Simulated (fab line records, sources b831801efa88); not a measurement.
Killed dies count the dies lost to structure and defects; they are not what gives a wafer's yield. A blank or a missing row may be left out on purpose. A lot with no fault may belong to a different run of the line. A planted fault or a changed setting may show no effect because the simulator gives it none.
A struck lot beside a sound one | flow gf180mcu | 14 steps out of a route of 602
Sound: these wafers, L941.2, L941.4, L941.5. Wafers L936.1, L936.4, L936.6 were the ones struck. At the end, the cause is stated.
Per side, at each step with rows, come the tool, then ch with its chambers, and then its first start. Under that, the readings that differ: sound wafers | struck wafers | difference of the means | sigmas: that difference in standard deviations of wafers without a fault.
alike: readings with means less than 2 such deviations apart, plus words and numbers identical on both sides. not compared: withheld readings, readings lacking a value on some wafer, bounds such as >300 that could conceal the same value, and numbers that have no deviation in the record and whose values overlap.
Wherever a step has rows on one side only, a row that says differs or no value, or a row with sigmas, the two part there. When numbers do not overlap yet have no deviation, they are printed without sigmas and do not part them. A reading that every wafer of one side lacks parts them only if that side has two wafers or more.

GF_V2_CD_MEAS_14 targets a cd of 260 nm.
  sound on cd-sem-02, day 27 18:32; struck on cd-sem-01, day 26 12:32
  reading    | sound             | struck            | difference | sigmas
  cd-nm (nm) | 260.8 260.5 260.9 | 257.0 259.0 257.0 | -3.1       | -3
GF_V2_OVL_MEAS_15:
  sound on overlay-02, day 27 18:38; struck on overlay-02, day 26 12:40
  alike: V2_OVL
GF_V2_ETCH_16: etches BARC in N2/H2.
  sound on rie-diel-01 ch 1,2, day 27 18:40; struck on rie-diel-01 ch 1,2,3, day 26 12:42
  alike: drypump-motor-current-A, oes-product-au, throttle-valve-pct
GF_V2_ETCH_17: etches SiO2 in C4F8/O2/Ar, stops on TiN, target depth 630 nm.
  sound: rie-diel-01 ch 1,2; struck: rie-diel-01 ch 1,2,3
  alike: oes-product-au
then, 3 steps without rows for these wafers: GF_V2_STRIP_18 (strips in O2/N2); GF_V2_STRIP_19 (strips in post etch residue remover, time 1200 s); GF_V2_CLEAN_20 (cleans in DIW).
GF_V2_SPUTTER_21: material Ti, target thk 15 nm, time 80.02 s.
  sound on pvd-sputter-04, day 27 19:20; struck on pvd-sputter-02, day 26 13:23
  alike: substrate-temp-c, throttle-valve-pct
GF_V2_SPUTTER_22: material TiN, target thk 10 nm, time 40 s.
  sound on pvd-sputter-04, day 27 19:23; struck on pvd-sputter-02, day 26 13:27
  alike: throttle-valve-pct
GF_V2_CVD_23: deposits W, target thk 350 nm, time 104.94 s.
  sound on cvd-w-01 ch 0,1, day 27 19:26; struck on cvd-w-01 ch 0,1, day 26 13:29
  alike: heater-power-w
GF_V2_RS_MEAS_24: a four-point-probe measurement.
  sound on film-metro-02, day 27 19:34; struck on film-metro-02, day 26 13:37
  alike: V2_W_RS
GF_V2_THK_MEAS_25: measures by xrf.
  sound on film-metro-02, day 27 19:40; struck on film-metro-02, day 26 13:44
  alike: V2_W_THK
GF_V2_CMP_26: polishes, stops on SiO2, t overpolish 15 s, target thk 0 nm.
  sound on cmp-02 ch 1,3, day 27 19:46; struck on cmp-02 ch 0,3, day 26 13:47
  no value came back on the struck wafers for any of 6 readings (edge-zone-pressure-frac, head-pressure-psi (psi) and others); on the sound wafers edge-zone-pressure-frac reads 1.000 0.993 0.999
  reading                             | sound             | struck            | difference | sigmas
  model.W_of_V2_CVD_23.thk-nm (nm)    | 0 0 0             | 340.9 353.2 341.8 | +345.3     |
  model.SiO2_of_V2_CVD_02.thk-nm (nm) | 628.9 630.5 628.1 | 633.6 631.9 632.7 | +3.6       |
-- the record jumps here: 7 days lie between the struck wafers' starts before and after (it left off in module V2 and takes up again in module PASSIVATION, whose first step shown is number 602 of the route) --
GF_PASSIVATION_PROBE_99:
  rows exist in the record for the struck wafers here (prober-02, day 33 22:47), but not for the sound ones

WHERE THEY PART
At GF_V2_CD_MEAS_14 first; at GF_PASSIVATION_PROBE_99 last (within this record only).

WHY: whatever the simulator had introduced
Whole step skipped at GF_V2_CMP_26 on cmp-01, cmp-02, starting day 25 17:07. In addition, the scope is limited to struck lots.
